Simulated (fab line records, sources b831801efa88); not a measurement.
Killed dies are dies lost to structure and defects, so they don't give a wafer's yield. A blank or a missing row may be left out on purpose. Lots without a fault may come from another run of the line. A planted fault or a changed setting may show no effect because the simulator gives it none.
Which tool did it? | flow sky130 | 10 lots, 30 wafers sampled, at 3 steps of a route of 708

WHAT THE GAUGES READ, wafer by wafer
SKY_VIA4_RS_MEAS_19: measures by four-point-probe.
lot  | measured     | on            | VIA4_W_RS (ohm/sq)
L625 | day 43 17:33 | film_metro-01 | 0.1587 0.1567 0.1589
L627 | day 44 18:29 | film_metro-03 | 0.1581 0.1578 0.1570
L634 | day 46 13:53 | film_metro-03 | 0.2248 0.2271 0.2267
L636 | day 47 04:55 | film_metro-03 | 0.2238 0.2256 0.2253
L640 | day 47 12:40 | film_metro-04 | 0.2251 0.2241 0.2256
L639 | day 47 16:49 | film_metro-01 | 0.2298 0.2285 0.2281
L641 | day 48 00:44 | film_metro-03 | 0.2259 0.2269 0.2259
L642 | day 48 03:58 | film_metro-03 | 0.2281 0.2280 0.2309
L643 | day 48 06:35 | film_metro-04 | 0.2293 0.2287 0.2258
L644 | day 48 12:08 | film_metro-04 | 0.2288 0.2287 0.2269

WHICH TOOL RAN EACH LOT (tool, then ch and the chambers of the sampled wafers, then the start)
lot  | SKY_METAL4_STRIP_19                  | SKY_VIA4_CVD_18
L625 | plasma_asher-03 ch 0,1, day 42 17:02 | cvd_w-01 ch 0,1, day 43 17:23
L627 | plasma_asher-02 ch 0,1, day 43 17:54 | cvd_w-01 ch 0,1, day 44 18:19
L634 | plasma_asher-04 ch 0,1, day 45 15:55 | cvd_w-02 ch 0,1, day 46 13:43
L636 | plasma_asher-02 ch 0,1, day 46 05:42 | cvd_w-02 ch 0,1, day 47 04:43
L640 | plasma_asher-02 ch 0,1, day 46 17:08 | cvd_w-01 ch 0,1, day 47 12:31
L639 | plasma_asher-02 ch 0,1, day 46 19:31 | cvd_w-01 ch 0,1, day 47 16:40
L641 | plasma_asher-02 ch 0,1, day 47 03:09 | cvd_w-02 ch 0,1, day 48 00:35
L642 | plasma_asher-04 ch 0,1, day 47 06:25 | cvd_w-01 ch 0,1, day 48 03:49
L643 | plasma_asher-02 ch 0,1, day 47 08:33 | cvd_w-02 ch 0,1, day 48 06:26
L644 | plasma_asher-03 ch 0,1, day 47 14:22 | cvd_w-01 ch 0,1, day 48 11:59
- SKY_METAL4_STRIP_19: strips in O2/N2.
- SKY_VIA4_CVD_18: deposits W, target thk 505 nm, time 152.14 s.

THE ANSWER, worked out from the rows above alone
Rule: what is usual is taken from the lots themselves. Put in order of their means at a reading, lots are off if they are a third of the lots or fewer, leave a main group of 4 or more, and stand apart from it by a gap of 3 or more times the standard deviation of the main group's means; of several such gaps the widest counts. A main group whose means are all the same, to the digits that the tables above print for the reading, isn't used. A lot without any number at a reading at which 4 lots or more have one is off too. The other lots that the step has rows for count as sound.
Off: L625, L627, at SKY_VIA4_RS_MEAS_19 (VIA4_W_RS). The main group: mean 0.2270 ohm/sq, standard deviation 0.0016.
A tool fits if, at a process step before that reading, it ran every lot that is off, and no sound lot after the first of them. The gauges at SKY_VIA4_RS_MEAS_19 are tried like those tools. None of those tried fits.

WHAT THE SIMULATOR HAD PUT IN
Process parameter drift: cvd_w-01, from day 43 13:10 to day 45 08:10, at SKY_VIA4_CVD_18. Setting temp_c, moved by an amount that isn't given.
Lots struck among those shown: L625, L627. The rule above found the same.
